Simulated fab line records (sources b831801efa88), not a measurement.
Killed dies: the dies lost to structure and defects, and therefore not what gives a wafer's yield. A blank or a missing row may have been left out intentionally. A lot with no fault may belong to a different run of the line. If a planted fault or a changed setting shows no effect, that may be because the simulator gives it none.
fab line records	flow sky130
record lots=12	wafers=36	lastDay=50
route steps=708 shown METAL2@486 CAPM@539 VIA3@597 METAL4@635 PAD_OPEN@708
lots with no fault: from the same line, run without faults
startH: hours from the record's opening day to when the first of the lot's shown wafers began	waitH: how many hours have passed since the lot's step before this one	" the same as in the row above	L1.1+2: several wafers, shown together as one row	- no value, or no start given	* or withheld: withheld	< > ~ a bound
route shown NAME@n: NAME is a module with steps in the file, n the number in the route of the first one	usual: mean/standard deviation of fault-free wafers	same: alike in all rows	chamber/n: place in a boat	sites: each site's reading	_std_site: standard deviation across them	_edge_site: outer sites' mean less inner sites'	radiusMm: how far each site lies from the wafer's centre	mask NAME#n: copy n	behind: the last tool/chamber to shape the wafer	hold: cause of the lot's hold/its duration in hours/its outcome	device: transistor that didn't switch, given as n, p or np	end of line: the same wafers' tests at the end of the route	a step without rows: its recipe alone	killed: at the first sort, the dies lost to defects and structure; wafer yield is something else	map: per-die view of a wafer (x killed, . not killed, _ where there is no die)
set.NAME: the setting as run; set.NAME@STEP: as run at that earlier step	model.NAME: the simulator's own value behind a step, which no gauge read
one table for each step of the route and one row for each wafer, over a sample of lots
services: from which hour (startH, from the record's first day; less than 0 if before it) a tool's chamber was out of use, for how many hours, and why
## steps
# step SKY_METAL2_SPUTTER_03
# recipe material=Ti	targetThkNm=5	powerW=3000	timeS=3.3	chamberPressurePa=0.4
# usual chamberPressurePa=0.4000/0.00075	throttleValvePct=30.5/0.73
lot.wafer	tool	chamber	startH	waitH	chamberPressurePa	throttleValvePct
L506.2	pvdSputter-03	-	808.97	0.0	0.4000	29.6
L506.3	"	-	"	"	0.4018	31.2
L506.6	"	-	"	"	0.3994	29.5
L507.1	pvdSputter-01	-	827.26	0.0	0.4003	30.6
L507.2	"	-	"	"	0.3998	30.2
L507.4	"	-	"	"	0.4000	31.5
L509.2	pvdSputter-03	-	831.51	0.0	0.4005	29.8
L509.4	"	-	"	"	0.3995	30.9
L509.5	"	-	"	"	0.4004	29.7
L510.1	pvdSputter-04	-	834.43	0.0	0.3979	30.3
L510.2	"	-	"	"	0.4005	31.7
L510.5	"	-	"	"	0.4023	31.5
L515.1	pvdSputter-03	-	867.15	0.0	0.3999	29.8
L515.2	"	-	"	"	0.4009	30.7
L515.6	"	-	"	"	0.3991	31.0
L516.4	pvdSputter-03	-	870.89	0.0	0.3998	29.4
L516.5	"	-	"	"	0.4006	30.5
L516.6	"	-	"	"	0.4007	31.1
L521.2	pvdSputter-01	-	903.16	0.0	0.4012	30.2
L521.4	"	-	"	"	0.3996	29.7
L521.5	"	-	"	"	0.3992	30.8
L524.1	pvdSputter-04	-	929.40	0.0	0.4008	30.2
L524.2	"	-	"	"	0.4000	29.6
L524.5	"	-	"	"	0.3994	29.6
L522.3	pvdSputter-03	-	931.50	0.0	0.4007	30.5
L522.4	"	-	"	"	0.4004	31.0
L522.6	"	-	"	"	0.3999	30.9
L525.1	pvdSputter-03	-	935.55	0.0	0.4008	31.2
L525.3	"	-	"	"	0.3994	29.6
L525.4	"	-	"	"	0.4000	29.6
L526.1	pvdSputter-04	-	943.66	0.0	0.4001	31.1
L526.5	"	-	"	"	0.3994	29.6
L526.6	"	-	"	"	0.3997	31.7
L529.1	pvdSputter-01	-	952.87	0.0	0.4011	29.9
L529.3	"	-	"	"	0.4007	29.6
L529.6	"	-	"	"	0.4000	29.6
# step SKY_CAPM_SPUTTER_02
# recipe material=TiN	targetThkNm=200	tempC=300	powerW=6500	timeS=172	chamberPressurePa=0.4
# usual chamberPressurePa=0.3999/0.0008	throttleValvePct=30.2/1.1
lot.wafer	tool	chamber	startH	waitH	chamberPressurePa	throttleValvePct
L506.2	pvdSputter-03	-	863.48	0.0	0.3991	29.8
L506.3	"	-	"	"	0.4000	31.1
L506.6	"	-	"	"	0.4002	29.8
L507.1	pvdSputter-02	-	882.58	0.1	0.3997	27.7
L507.2	"	-	"	"	0.3996	30.6
L507.4	"	-	"	"	0.4007	30.7
L509.2	pvdSputter-01	-	886.83	0.0	0.3993	31.5
L509.4	"	-	"	"	0.4006	30.7
L509.5	"	-	"	"	0.4000	31.7
L510.1	pvdSputter-01	-	889.73	0.1	0.3987	30.3
L510.2	"	-	"	"	0.3993	29.4
L510.5	"	-	"	"	0.4005	29.7
L515.1	pvdSputter-03	-	918.87	0.1	0.3999	30.6
L515.2	"	-	"	"	0.3995	29.4
L515.6	"	-	"	"	0.4011	30.7
L516.4	pvdSputter-02	-	923.39	0.0	0.3987	31.1
L516.5	"	-	"	"	0.4002	31.0
L516.6	"	-	"	"	0.4003	27.9
L521.2	pvdSputter-03	-	955.44	0.0	0.4009	30.9
L521.4	"	-	"	"	0.3999	29.6
L521.5	"	-	"	"	0.3998	31.0
L524.1	pvdSputter-01	-	981.01	0.1	0.3994	30.3
L524.2	"	-	"	"	0.3989	30.8
L524.5	"	-	"	"	0.4001	31.7
L522.3	pvdSputter-01	-	984.48	0.0	0.4021	30.5
L522.4	"	-	"	"	0.4001	31.7
L522.6	"	-	"	"	0.4002	31.4
L525.1	pvdSputter-02	-	987.19	0.1	0.3986	30.7
L525.3	"	-	"	"	0.4003	28.8
L525.4	"	-	"	"	0.3992	27.5
L526.1	pvdSputter-03	-	996.06	0.1	0.4000	29.7
L526.5	"	-	"	"	0.4009	30.0
L526.6	"	-	"	"	0.4007	31.1
L529.1	pvdSputter-01	-	1004.10	0.1	0.4005	29.8
L529.3	"	-	"	"	0.3979	30.3
L529.6	"	-	"	"	0.3998	30.6
# step SKY_VIA3_CMP_24
# recipe stopOn=SiO2	tOverpolishS=20	downForcePsi=3.5	platenRpm=60	targetThkNm=0	padVelocityMS=0.94248
# usual motorCurrentA=10.6/0.79	overpolishRunS=19.999/0.0089	timeToEndpointS=95.0/3
lot.wafer	tool	chamber	startH	waitH	motorCurrentA	overpolishRunS	timeToEndpointS
L506.2	cmp-02	3	940.84	0.0	9.5	20.004	95.5
L506.3	"	1	"	"	11.7	20.004	94.8
L506.6	"	0	"	"	10.8	19.994	95.1
L507.1	cmp-01	2	959.51	0.1	10.8	19.981	93.7
L507.4	"	0	"	"	10.4	20.012	93.0
L507.2	"	1	"	"	11.1	20.000	94.4
L509.2	cmp-02	2	962.90	0.1	11.1	19.989	100.8
L509.4	"	3	"	"	9.9	19.998	95.6
L509.5	"	0	"	"	10.3	19.994	97.8
L510.2	cmp-02	3	966.37	0.0	9.9	19.997	98.1
L510.1	"	1	"	"	11.1	20.008	94.8
L510.5	"	0	"	"	11.1	20.014	96.8
L515.1	cmp-02	0	995.37	0.1	10.2	20.014	92.1
L515.2	"	2	"	"	11.4	20.007	101.0
L515.6	"	0	"	"	10.5	19.997	94.8
L516.4	cmp-01	0	1001.42	0.1	10.4	19.993	98.8
L516.6	"	3	"	"	11.6	20.007	100.6
L516.5	"	0	"	"	9.8	20.006	103.7
L521.2	cmp-02	3	1029.93	0.1	9.2	19.999	89.9
L521.4	"	1	"	"	11.3	19.989	94.3
L521.5	"	2	"	"	10.7	19.988	96.5
L524.2	cmp-02	3	1053.09	0.1	9.4	19.985	92.1
L524.1	"	0	"	"	10.1	20.002	95.8
L524.5	"	2	"	"	10.7	20.001	96.4
L522.3	cmp-01	1	1056.92	0.0	10.6	19.999	101.7
L522.4	"	0	"	"	9.9	19.996	95.7
L522.6	"	2	"	"	11.7	20.002	93.5
L525.1	cmp-01	2	1059.41	0.1	10.9	20.002	98.0
L525.4	"	3	"	"	11.3	19.999	92.1
L525.3	"	0	"	"	10.3	20.001	97.6
L526.1	cmp-01	0	1067.61	0.1	10.2	20.004	94.4
L526.5	"	3	"	"	11.6	20.004	95.8
L526.6	"	0	"	"	9.8	19.991	95.8
L529.1	cmp-01	0	1075.77	0.1	9.7	20.010	97.4
L529.3	"	3	"	"	11.6	20.013	97.2
L529.6	"	1	"	"	11.2	19.995	96.0
# step SKY_METAL4_STRIP_19
# recipe chemistry=O2/N2	powerW=1400	pressureMtorr=1500	platenTempC=withheld	o2FlowSccm=3000	n2FlowSccm=300	overashFraction=0.5
# usual drypumpMotorCurrentA=5.6/0.45	oesProductAu=0.503/0.0055	stripTimeToEndpointS=6.54/0.072
lot.wafer	tool	chamber	startH	waitH	drypumpMotorCurrentA	oesProductAu	rfHoursCounterH	stripTimeToEndpointS
L506.2	plasmaAsher-03	1	990.83	0.1	5.4	0.505	84	6.62
L506.3	"	1	"	"	5.4	0.498	-	6.49
L506.6	"	1	"	"	5.4	0.500	-	6.47
L507.1	plasmaAsher-01	0	1007.42	0.1	6.1	0.507	123	6.55
L507.2	"	1	"	"	5.6	0.496	123	6.46
L507.4	"	0	"	"	6.2	0.506	-	6.46
L509.2	plasmaAsher-03	1	1012.34	0.1	5.4	0.491	87	6.44
L509.4	"	1	"	"	5.4	0.495	-	6.51
L509.5	"	0	"	"	5.3	0.496	-	6.51
L510.1	plasmaAsher-03	0	1014.88	0.1	5.3	0.507	87	6.58
L510.2	"	1	"	"	5.4	0.499	87	6.50
L510.5	"	0	"	"	5.3	0.502	-	6.59
L515.1	plasmaAsher-03	0	1042.45	0.1	5.3	0.502	89	6.52
L515.2	"	1	"	"	5.4	0.502	89	6.51
L515.6	"	0	"	"	5.3	0.500	-	6.52
L516.4	plasmaAsher-03	1	1049.38	0.1	5.4	0.501	-	6.55
L516.5	"	1	"	"	5.4	0.493	-	6.47
L516.6	"	0	"	"	5.3	0.509	-	6.63
L521.2	plasmaAsher-01	1	1075.33	0.1	5.6	0.501	1	6.38
L521.4	"	0	"	"	6.2	0.504	-	6.54
L521.5	"	1	"	"	5.6	0.501	-	6.39
L524.1	plasmaAsher-04	0	1097.54	0.1	6.3	0.495	63	6.49
L524.2	"	1	"	"	4.8	0.503	63	6.50
L524.5	"	1	"	"	4.8	0.510	-	6.54
L522.3	plasmaAsher-01	1	1101.58	0.1	5.7	0.508	-	6.70
L522.4	"	0	"	"	6.1	0.501	-	6.59
L522.6	"	0	"	"	6.2	0.519	-	6.70
L525.1	plasmaAsher-01	1	1104.20	0.1	5.6	0.508	4	6.56
L525.3	"	0	"	"	6.2	0.497	-	6.52
L525.4	"	1	"	"	5.6	0.505	-	6.55
L526.1	plasmaAsher-04	1	1111.95	0.1	4.8	0.491	65	6.52
L526.5	"	1	"	"	4.8	0.505	-	6.65
L526.6	"	0	"	"	6.2	0.501	-	6.58
L529.1	plasmaAsher-03	0	1119.04	0.1	5.3	0.489	97	6.36
L529.3	"	0	"	"	5.3	0.506	-	6.43
L529.6	"	1	"	"	5.4	0.501	-	6.42
# step SKY_PAD_OPEN_PROBE_99
# usual defectLimitedYield=82.6/1.9	killed_at_M0_to_M3=43/7.1	killed_at_M4_up=3.0/1.6	killedAtContacts=24/5.3	killedAtFrontEnd=16/4.1	killedAtOther=0.5/0.82	killedDies=86/9.4	killedOpen=46/6.9	killedShort=39/6.5	sort_bin_3_pad_short=0.9/0.45	sort_bin_5_function=10.3/1.5	sort_bin_6_memory=6.2/1.1	sortNPass=406/9.4	sortYieldPct=82.6/1.9
# same grossDies=492	killedAtBackSide=0	sort_bin_4_leakage[%]=0	sort_bin_8_speed[%]=0
lot.wafer	tool	chamber	startH	waitH	defectLimitedYield[%]	killed_at_M0_to_M3	killed_at_M4_up	killedAtContacts	killedAtFrontEnd	killedAtOther	killedDies	killedOpen	killedShort	sort_bin_3_pad_short[%]	sort_bin_5_function[%]	sort_bin_6_memory[%]	sortNPass	sortYieldPct[%]
L507.1	prober-02	-	1100.82	0.1	82.5	40	3	32	11	0	86	47	39	1.2	9.3	6.9	406	82.5
L507.2	prober-02	-	1100.87	0.1	83.1	37	5	19	21	1	83	35	48	1.6	8.9	6.3	409	83.1
L507.4	prober-02	-	1100.97	0.2	86.8	28	4	17	16	0	65	34	31	0.4	7.7	5.1	427	86.8
L515.1	prober-01	-	1132.38	0.1	84.8	35	3	22	15	0	75	41	34	0.4	9.1	5.7	417	84.8
L515.2	prober-01	-	1132.43	0.1	81.1	57	2	19	15	0	93	50	43	1.4	9.8	7.7	399	81.1
L515.6	prober-01	-	1132.63	0.2	79.1	81	1	16	5	0	103	44	29	2.2	12.4	6.3	389	79.1
L516.4	prober-02	-	1139.11	0.2	82.9	47	4	14	19	0	84	50	34	0.4	11.8	4.9	408	82.9
L516.5	prober-02	-	1139.16	0.2	81.9	49	3	19	18	0	89	55	34	0.6	10.6	6.9	403	81.9
L516.6	prober-02	-	1139.21	0.2	78.3	76	1	16	14	0	107	47	31	1.4	13.6	6.7	385	78.3
L521.2	prober-02	-	1160.08	0.1	78.5	47	5	29	24	1	106	56	50	0.6	13.2	7.7	386	78.5
L521.4	prober-02	-	1160.18	0.2	84.1	46	1	18	12	1	78	39	39	0.6	7.5	7.7	414	84.1
L521.5	prober-02	-	1160.23	0.2	83.1	49	4	20	10	0	83	51	32	0.4	8.7	7.7	409	83.1
L522.3	prober-01	-	1180.82	0.2	82.1	44	6	24	13	1	88	47	40	1.6	11.0	5.3	404	82.1
L522.4	prober-01	-	1180.87	0.2	82.5	52	3	22	9	0	86	44	40	0.8	12.2	4.5	406	82.5
L522.6	prober-01	-	1180.97	0.2	81.9	50	1	22	16	0	89	48	41	0.6	11.0	6.5	403	81.9
L525.1	prober-01	-	1183.32	0.1	80.3	40	6	31	19	1	97	45	52	1.0	11.6	7.1	395	80.3
L525.3	prober-01	-	1183.42	0.2	79.9	47	6	31	15	0	99	57	41	1.2	11.2	7.7	393	79.9
L525.4	prober-01	-	1183.47	0.2	83.7	38	4	18	16	4	80	39	41	0	11.0	5.3	412	83.7
L526.1	prober-01	-	1190.53	0.1	84.3	34	2	21	20	0	77	38	38	1.0	10.6	4.1	415	84.3
L526.5	prober-01	-	1190.73	0.2	84.3	31	4	31	10	1	77	47	30	0.6	10.2	4.9	415	84.3
L526.6	prober-01	-	1190.78	0.2	82.9	38	2	30	14	0	84	50	33	0.6	10.2	6.3	408	82.9
# killed by level:class
L507.1 CONTACT:geometricParticle:open=10 VIA1:geometricParticle:open=10 VIA3:geometricParticle:open=10 CONTACT:geometricParticle:short=7 LI_CONTACT:geometricParticle:short=6 FIELD_ISO:geometricParticle:open=4 LI_CONTACT:geometricParticle:open=4 LOCAL_INTERCONNECT:geometricParticle:short=4
L507.2 METAL2:geometricParticle:short=8 VIA1:geometricParticle:open=7 CONTACT:geometricParticle:short=6 LI_CONTACT:geometricParticle:open=5 FIELD_ISO:geometricParticle:short=4 FIELD_ISO:geometricParticle:open=4 POLY_GATE:geometricParticle:open=4 POLY_GATE:geometricParticle:short=4
L507.4 LI_CONTACT:geometricParticle:open=6 POLY_GATE:geometricParticle:open=5 CONTACT:geometricParticle:open=5 VIA1:geometricParticle:short=5 FIELD_ISO:geometricParticle:short=4 FIELD_ISO:geometricParticle:open=4 VIA1:geometricParticle:open=4 VIA2:geometricParticle:short=4
L515.1 VIA1:geometricParticle:open=9 CONTACT:geometricParticle:open=8 VIA2:geometricParticle:open=8 LOCAL_INTERCONNECT:geometricParticle:short=5 VIA3:geometricParticle:open=5 METAL2:geometricParticle:short=5 FIELD_ISO:geometricParticle:open=4 POLY_GATE:geometricParticle:open=4
L515.2 VIA1:geometricParticle:open=14 VIA2:geometricParticle:open=12 METAL2:geometricParticle:short=10 CONTACT:geometricParticle:open=8 VIA1:geometricParticle:short=7 METAL1:geometricParticle:short=6 CONTACT:geometricParticle:short=5 FIELD_ISO:geometricParticle:open=4
L515.6 METAL2:unspecified=30 VIA1:geometricParticle:open=14 VIA2:geometricParticle:open=10 METAL2:geometricParticle:short=7 VIA3:geometricParticle:open=5 VIA1:geometricParticle:short=4 CONTACT:geometricParticle:open=4 METAL3:geometricParticle:short=4
L516.4 VIA1:geometricParticle:open=11 FIELD_ISO:geometricParticle:open=9 METAL1:geometricParticle:short=8 CONTACT:geometricParticle:open=7 POLY_GATE:geometricParticle:open=5 VIA1:geometricParticle:short=4 METAL2:geometricParticle:open=4 METAL1:geometricParticle:open=4
L516.5 VIA2:geometricParticle:open=9 VIA3:geometricParticle:open=8 METAL1:geometricParticle:short=7 VIA1:geometricParticle:open=7 LI_CONTACT:geometricParticle:open=6 CONTACT:geometricParticle:short=5 POLY_GATE:geometricParticle:open=5 VIA1:geometricParticle:short=5
L516.6 METAL2:unspecified=29 VIA2:geometricParticle:open=11 VIA1:geometricParticle:open=10 VIA3:geometricParticle:open=8 CONTACT:geometricParticle:open=5 METAL2:geometricParticle:short=4 LI_CONTACT:geometricParticle:short=4 LI_CONTACT:geometricParticle:open=4
L521.2 VIA1:geometricParticle:open=12 VIA3:geometricParticle:open=10 FIELD_ISO:geometricParticle:open=9 FIELD_ISO:geometricParticle:short=8 LI_CONTACT:geometricParticle:open=8 CONTACT:geometricParticle:short=8 CONTACT:geometricParticle:open=7 METAL2:geometricParticle:short=7
L521.4 VIA1:geometricParticle:open=8 METAL1:geometricParticle:short=8 METAL2:geometricParticle:short=7 VIA2:geometricParticle:open=6 LI_CONTACT:geometricParticle:open=5 CONTACT:geometricParticle:open=5 VIA1:geometricParticle:short=4 VIA3:geometricParticle:short=4
L521.5 VIA1:geometricParticle:open=12 VIA2:geometricParticle:open=10 LI_CONTACT:geometricParticle:open=7 METAL2:geometricParticle:short=6 CONTACT:geometricParticle:open=6 VIA3:geometricParticle:open=6 METAL1:geometricParticle:short=5 FIELD_ISO:geometricParticle:open=4
L522.3 CONTACT:geometricParticle:open=11 VIA1:geometricParticle:open=10 LI_CONTACT:geometricParticle:open=7 METAL2:geometricParticle:short=6 POLY_GATE:geometricParticle:short=5 VIA3:geometricParticle:open=5 FIELD_ISO:geometricParticle:short=4 METAL1:geometricParticle:short=4
L522.4 VIA1:geometricParticle:open=11 LI_CONTACT:geometricParticle:open=7 VIA2:geometricParticle:short=7 VIA2:geometricParticle:open=7 METAL1:geometricParticle:short=6 METAL2:geometricParticle:short=6 CONTACT:geometricParticle:open=5 LOCAL_INTERCONNECT:geometricParticle:short=3
L522.6 VIA1:geometricParticle:open=11 VIA3:geometricParticle:open=9 METAL1:geometricParticle:short=8 CONTACT:geometricParticle:open=7 FIELD_ISO:geometricParticle:short=6 LI_CONTACT:geometricParticle:open=6 CONTACT:geometricParticle:short=4 VIA1:geometricParticle:short=4
L525.1 LI_CONTACT:geometricParticle:open=11 CONTACT:geometricParticle:short=7 VIA1:geometricParticle:open=7 METAL2:geometricParticle:short=7 VIA1:geometricParticle:short=6 VIA2:geometricParticle:open=6 POLY_GATE:geometricParticle:short=5 LI_CONTACT:geometricParticle:short=5
L525.3 LI_CONTACT:geometricParticle:open=11 CONTACT:geometricParticle:open=11 VIA1:geometricParticle:open=10 METAL1:geometricParticle:short=9 POLY_GATE:geometricParticle:short=6 METAL2:geometricParticle:short=6 VIA2:geometricParticle:open=6 VIA1:geometricParticle:short=4
L525.4 CONTACT:geometricParticle:open=13 VIA1:geometricParticle:open=10 FIELD_ISO:geometricParticle:short=6 VIA2:geometricParticle:short=5 VIA2:geometricParticle:open=5 METAL2:geometricParticle:short=4 POLY_GATE:geometricParticle:short=4 METAL1:geometricParticle:short=4
L526.1 LI_CONTACT:geometricParticle:open=7 VIA2:geometricParticle:open=7 POLY_GATE:geometricParticle:short=6 POLY_GATE:geometricParticle:open=6 CONTACT:geometricParticle:open=6 VIA1:geometricParticle:open=6 CONTACT:geometricParticle:short=5 METAL1:geometricParticle:short=4
L526.5 CONTACT:geometricParticle:open=14 VIA1:geometricParticle:open=9 CONTACT:geometricParticle:short=7 FIELD_ISO:geometricParticle:short=5 VIA2:geometricParticle:open=5 LOCAL_INTERCONNECT:geometricParticle:short=4 VIA3:geometricParticle:open=4 LI_CONTACT:geometricParticle:short=3
L526.6 VIA1:geometricParticle:open=13 LI_CONTACT:geometricParticle:open=10 CONTACT:geometricParticle:open=9 CONTACT:geometricParticle:short=5 METAL2:geometricParticle:short=5 METAL1:geometricParticle:short=4 VIA1:geometricParticle:short=4 VIA2:geometricParticle:open=4
## services
tool	chamber	startH	hours	kind
cmp-01	-	785.72	5.7	pm
pvdSputter-02	-	788.46	1.8	repair
cmp-01	-	791.75	9.9	repair
pvdSputter-01	-	793.00	3.3	repair
cmp-01	-	808.12	3.8	repair
cmp-01	-	821.45	2.4	repair
plasmaAsher-03	-	826.60	3.1	repair
cmp-02	-	862.88	6.8	pm
cmp-02	-	886.07	1.7	repair
pvdSputter-03	-	889.81	9.0	repair
cmp-02	-	898.22	3.0	repair
cmp-02	-	912.00	4.0	pm
pvdSputter-03	-	1013.09	3.5	repair
cmp-02	-	1022.08	1.4	repair
cmp-01	-	1040.37	1.5	repair
cmp-02	-	1046.99	1.3	repair
plasmaAsher-01	-	1055.25	9.0	pm
plasmaAsher-01	-	1057.18	1.2	repair
cmp-01	-	1062.29	2.8	repair
plasmaAsher-01	-	1069.78	0.4	repair
cmp-02	-	1077.78	4.0	pm
cmp-01	-	1081.48	1.2	repair
cmp-01	-	1084.00	4.0	pm
cmp-01	-	1110.09	0.9	repair
## key
firstSign step=SKY_PAD_OPEN_PROBE_99	reading=killed_at_M0_to_M3	direction=up	sigmas=5.1	usual=43	struck=78
effect none on later readings
metAt SKY_METAL2_SPUTTER_03
struckLots L515,L516
struckWafers L515.6,L516.6
notActingAt SKY_CAPM_SPUTTER_02,SKY_VIA3_CMP_24,SKY_METAL4_STRIP_19
onsetBetween 808.97 867.15
fault kind=chamberParticleSource	tool=pvdSputter-03	chamber=-	onsetH=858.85	steps=SKY_METAL2_SPUTTER_03	ratePerVisitCm2=0.82521	endH=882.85	scope=struckWafersOnly
